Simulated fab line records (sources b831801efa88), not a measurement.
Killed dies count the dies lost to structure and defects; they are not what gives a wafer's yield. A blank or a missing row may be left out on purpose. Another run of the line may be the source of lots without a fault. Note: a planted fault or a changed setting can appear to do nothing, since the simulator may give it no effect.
Problem report, 8D (eight disciplines) form, completed by code | flow gf180mcu | the parts of the form that need people (team, actions taken, sign-off) are left out

## 1. WHAT IS WRONG
overpolish run s at GF_V3_CMP_26 reads a mean of 22.614 s on 2 wafers of 2 lots; wafers without a fault read 14.999 s with a standard deviation of 0.0098. So: +99 or more standard deviations from the usual mean.
The step: polishes, stops on SiO2, t overpolish 15 s, target thk 0 nm.
First observed at day 25 10:08: wafer L327.1, on cmp-02. Wafers with a number at this step in the record: 39, from 13 lots. By rule, "out" or "out of limits" means more than 4 standard deviations away from the usual mean. The other wafers with a number count as sound.

## 2. WHAT IT IS, AND WHAT IT ISN'T
question                    | is                | is not
which readings at this step | overpolish run s  | platen rpm, time to endpoint s
which lots                  | L327, L328        | L320, L321, L324, L325, L331, L335, L337, L338, L340, L341, L342
which wafers of those lots  | L327.1, L328.5    | L327.3, L327.5, L328.3, L328.4
read on which tools         | cmp-02            | cmp-01
when                        | from day 25 10:08 | up to then (14 sound wafers); but 23 sound wafers of L328, L331, L335, L337, L338, L340, L341, L342 came after

## 3. THE SUSPECTS, EACH WITH WHAT RULES IT OUT
Counting: a tool at a process step up to the reading stays a suspect if it ran every lot that is out. Sound lots after the first of them don't rule it out here, since some wafers of a struck lot are sound.
- cmp-02 at GF_V3_CMP_26 (polishes, stops on SiO2, t overpolish 15 s, target thk 0 nm): kept. Ran every lot that is out, first one L327 (day 25 10:08); last sound lot up to then L325 (day 24 16:16). Out on those wafers are its own readings of overpolish run s.
- At GF_V3_CMP_26, inside cmp-02: chamber 1 took the wafers that are out, while their sound lot-mates went through chambers 0, 2.
Remaining after the count: cmp-02 at GF_V3_CMP_26.

## 4. THE CAUSE (what the simulator had put in)
cmp-02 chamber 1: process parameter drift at GF_V3_CMP_26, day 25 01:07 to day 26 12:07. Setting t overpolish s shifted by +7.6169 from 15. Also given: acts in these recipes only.
After counting, this tool was the only one left.

## 5. THE EFFECT CHAIN, in route order
Rows list readings where the struck wafers' mean (over those with a number) sits beyond 3 standard deviations from the usual. Readings are gone through only where the record gives a usual standard deviation; hours: the median, over the lots, of the time from a lot's start at the first step in this table giving one to that lot's start at this step; sigmas: the change measured in usual standard deviations.
hours | step         | reading          | usual    | on struck wafers | change | sigmas
0     | GF_V3_CMP_26 | overpolish run s | 14.999 s | 22.614           | +7.615 | +99 or more
Here are the process steps it includes:
- GF_V3_CMP_26: polishes, stops on SiO2, t overpolish 15 s, target thk 0 nm.

## 6. WHAT WOULD HAVE CAUGHT IT SOONER
In this record the first reading out of limits was taken at day 25 10:08, 9 hours after the fault began at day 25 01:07.
